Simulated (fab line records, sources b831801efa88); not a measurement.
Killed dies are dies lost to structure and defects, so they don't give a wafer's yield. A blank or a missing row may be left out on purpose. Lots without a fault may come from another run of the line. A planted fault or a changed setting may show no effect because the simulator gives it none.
Which tool did it? | flow sfq_line | 16 lots, 48 wafers sampled, at 3 steps of a route of 325

WHAT THE GAUGES READ, wafer by wafer
SFQ_M2_RS_MEAS_914: measures by four-point-probe. Usual: M2_NB_RS 0.889 ohm/sq, standard deviation 0.0087.
lot  | measured     | on            | M2_NB_RS (ohm/sq) | flag
L999 | day 23 12:47 | film_metro-03 | 0.897 0.886 0.892 |
L100 | day 23 13:50 | film_metro-03 | 0.890 0.872 0.882 |
L101 | day 23 16:15 | film_metro-03 | 0.888 0.887 0.885 |
L102 | day 24 05:51 | film_metro-01 | 0.912 0.894 0.895 |
L103 | day 26 00:37 | film_metro-03 | 0.890 0.894 0.899 |
L104 | day 26 01:51 | film_metro-02 | 0.889 0.879 0.886 |
L105 | day 26 03:01 | film_metro-03 | 0.894 0.891 0.900 |
L107 | day 26 15:25 | film_metro-01 | 0.885 0.898 0.878 |
L108 | day 27 10:13 | film_metro-02 | 0.881 0.882 0.888 |
L110 | day 28 14:51 | film_metro-03 | 0.884 0.883 0.881 |
L111 | day 28 22:41 | film_metro-02 | 0.876 0.881 0.872 |
L112 | day 29 01:05 | film_metro-02 | 0.902 0.890 0.897 |
L113 | day 29 02:19 | film_metro-03 | 0.892 0.905 0.894 |
L114 | day 29 03:29 | film_metro-03 | 0.893 0.883 0.883 |
L119 | day 29 13:46 | film_metro-03 | 0.881 0.910 0.900 |
L122 | day 36 09:04 | film_metro-03 | 0.887 0.882 0.875 |

WHICH TOOL RAN EACH LOT (tool, then ch and the chambers of the sampled wafers, then the start)
lot  | SFQ_TRILAYER_I0_DEP_PECVD_027   | SFQ_TRILAYER_I0_VIA_STRIP_STRIP_035
L999 | pecvd-04 ch 0,1, day 10 17:25   | rie_metal-03 ch 0,1, day 16 01:27
L100 | pecvd-04 ch 0,1,2, day 11 01:49 | rie_metal-01 ch 0,1, day 16 09:51
L101 | pecvd-04 ch 1,2, day 11 11:26   | rie_metal-01 ch 0,1, day 16 20:51
L102 | pecvd-01 ch 0,1, day 12 04:26   | rie_metal-03 ch 0,1, day 17 11:10
L103 | pecvd-03 ch 0,2, day 12 17:32   | rie_metal-01 ch 0,1, day 18 06:22
L104 | pecvd-03 ch 0,1,2, day 13 05:35 | rie_metal-01 ch 0,1, day 18 19:46
L105 | pecvd-03 ch 0,1,2, day 13 11:32 | rie_metal-02 ch 0,1, day 19 00:22
L107 | pecvd-04 ch 1,2, day 14 03:08   | rie_metal-02 ch 0,1, day 19 18:22
L108 | pecvd-03 ch 0,1, day 14 16:03   | rie_metal-02 ch 1, day 20 13:34
L110 | pecvd-01 ch 0,1,2, day 15 10:32 | rie_metal-01 ch 0,1, day 22 02:05
L111 | pecvd-04 ch 0,1, day 15 13:43   | rie_metal-03 ch 0,1, day 22 06:41
L112 | pecvd-04 ch 0,1, day 15 19:13   | rie_metal-01 ch 0,1, day 22 07:53
L113 | pecvd-01 ch 0,2, day 16 03:28   | rie_metal-03 ch 0,1, day 22 09:05
L114 | pecvd-04 ch 0,1,2, day 16 12:38 | rie_metal-01 ch 0,1, day 22 10:17
L119 | pecvd-03 ch 1,2, day 18 09:35   | rie_metal-01 ch 0,1, day 22 16:17
L122 | pecvd-04 ch 0,2, day 19 14:23   | rie_metal-01 ch 0,1, day 22 19:53
- SFQ_TRILAYER_I0_DEP_PECVD_027: deposits SiO2 from SiH4/N2O, time 111.11 s, target thk 500 nm.
- SFQ_TRILAYER_I0_VIA_STRIP_STRIP_035: strips in O2.

WHAT THE TOOLS THEMSELVES READ (means of the sampled wafers that have a number; where no wafer has one, the mark that the record gives instead)
SFQ_TRILAYER_I0_DEP_PECVD_027. Usual: heater_power_outer_w 32 W, standard deviation 10; heater_power_w 84 W, standard deviation 16; susceptor_temp_C 150.01 C, standard deviation 0.15; throttle_valve_pct 24.1 %, standard deviation 0.92.
lot  | tool     | heater_power_outer_w (W) | heater_power_w (W) | susceptor_temp_C (C) | throttle_valve_pct (%) | flag
L999 | pecvd-04 | 36                       | 78                 | 149.98               | 23.8                   |
L100 | pecvd-04 | 37                       | 88                 | 150.10               | 24.1                   |
L101 | pecvd-04 | 37                       | 95                 | 149.94               | 24.2                   |
L102 | pecvd-01 | 29                       | 81                 | 150.09               | 24.4                   |
L103 | pecvd-03 | 33                       | 87                 | 150.13               | 24.1                   |
L104 | pecvd-03 | 33                       | 89                 | 150.02               | 23.8                   |
L105 | pecvd-03 | 32                       | 88                 | 150.11               | 23.8                   |
L107 | pecvd-04 | 37                       | 95                 | 149.88               | 24.5                   |
L108 | pecvd-03 | 25                       | 74                 | 150.01               | 23.9                   |
L110 | pecvd-01 | 24                       | 74                 | 150.05               | 24.1                   |
L111 | pecvd-04 | 30                       | 73                 | 149.95               | 24.6                   |
L112 | pecvd-04 | 29                       | 73                 | 149.82               | 24.7                   |
L113 | pecvd-01 | 20                       | 69                 | 149.95               | 25.2                   |
L114 | pecvd-04 | 37                       | 86                 | 150.11               | 24.4                   |
L119 | pecvd-03 | 34                       | 94                 | 150.03               | 23.8                   |
L122 | pecvd-04 | 40                       | 87                 | 150.03               | 24.1                   |

SFQ_TRILAYER_I0_VIA_STRIP_STRIP_035. Usual: drypump_motor_current_A 6.0 A, standard deviation 0.46; oes_product_au 0.995 a.u., standard deviation 0.0073.
lot  | tool         | drypump_motor_current_A (A) | oes_product_au (a.u.) | flag
L999 | rie_metal-03 | 5.7                         | 0.993                 |
L100 | rie_metal-01 | 6.0                         | 0.995                 |
L101 | rie_metal-01 | 6.0                         | 0.985                 |
L102 | rie_metal-03 | 5.7                         | 0.993                 |
L103 | rie_metal-01 | 6.0                         | 0.991                 |
L104 | rie_metal-01 | 6.1                         | 0.998                 |
L105 | rie_metal-02 | 5.9                         | 1.005                 |
L107 | rie_metal-02 | 5.9                         | 1.001                 |
L108 | rie_metal-02 | 5.4                         | 1.009                 |
L110 | rie_metal-01 | 6.1                         | 0.998                 |
L111 | rie_metal-03 | 5.4                         | 1.003                 |
L112 | rie_metal-01 | 6.1                         | 1.006                 |
L113 | rie_metal-03 | 5.6                         | 1.001                 |
L114 | rie_metal-01 | 6.1                         | 0.987                 |
L119 | rie_metal-01 | 6.1                         | 1.002                 |
L122 | rie_metal-01 | 6.0                         | 0.992                 |

THE ANSWER, worked out from the rows above alone
Rule: a lot is off if the mean of its wafers that have a number lies more than 3 standard deviations from the usual mean. A lot without any number at a reading at which 4 lots or more have one is off too. The other lots that the step has rows for count as sound. The gauges are gone through in route order, then the tools' own readings, and for those a lot's mean is taken as printed above. The first step at which some lot is off is used, and at that step the reading that is off furthest; a lot without a number counts as furthest.
No lot is off at any reading shown: from this, nothing can be told.

WHAT THE SIMULATOR HAD PUT IN
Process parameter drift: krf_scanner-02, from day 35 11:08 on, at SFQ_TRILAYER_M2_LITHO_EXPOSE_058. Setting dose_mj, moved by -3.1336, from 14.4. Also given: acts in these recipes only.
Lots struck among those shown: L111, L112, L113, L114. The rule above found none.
